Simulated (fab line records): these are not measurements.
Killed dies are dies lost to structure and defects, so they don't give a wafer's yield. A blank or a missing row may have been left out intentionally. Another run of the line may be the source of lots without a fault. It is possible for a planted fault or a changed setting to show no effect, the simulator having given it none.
Which tool is to blame? | flow gf180mcu | 12 lots (36 wafers sampled), 1 step of a 602-step route

## WHAT THE GAUGES SHOWED, per wafer
GF_CONTACT_CD_MEAS_14 targets a cd of 220 nm.
lot  | measured     | on       | cdNm (nm)
L075 | day 16 12:16 | cdSem-01 | 219.4 220.6 218.2
L077 | day 17 04:19 | cdSem-02 | 219.3 220.6 218.4
L079 | day 17 23:57 | cdSem-01 | 219.3 219.2 218.9
L081 | day 18 23:02 | cdSem-01 | 219.8 221.1 219.8
L083 | day 19 12:51 | cdSem-02 | 220.7 220.7 222.0
L085 | day 20 12:15 | cdSem-02 | 220.0 221.3 220.9
L087 | day 21 00:03 | cdSem-01 | 220.5 219.9 220.0
L089 | day 21 16:55 | cdSem-02 | 220.8 220.0 220.0
L091 | day 22 15:10 | cdSem-02 | 219.4 218.7 219.0
L093 | day 22 22:31 | cdSem-01 | 221.2 219.2 219.8
L095 | day 23 19:01 | cdSem-02 | 221.2 221.8 221.7
L097 | day 24 07:04 | cdSem-01 | 220.2 220.7 220.6

## WHAT TOOL EACH LOT RAN ON (gives the tool, then ch and the chambers of the sampled wafers, and finally the start)
There is no process step in the record ahead of these readings.

## THE ANSWER, worked out from the rows above alone
Rule: usual is defined by the lots themselves. The widest of any qualifying gaps counts: lots, ordered by their means at a reading, are off when they make up no more than a third of the lots, leave a main group of 4 or more, and stand apart from it by 3 or more times the standard deviation of that group's means. If all means in a main group match to the digits the tables above print for the reading, that group is not used. Also off: a lot with no number at a reading for which 4 or more lots have one. The other lots that the step has rows for count as sound.
None of the lots is off at any reading shown; this tells nothing.

## WHAT WAS PUT IN BY THE SIMULATOR
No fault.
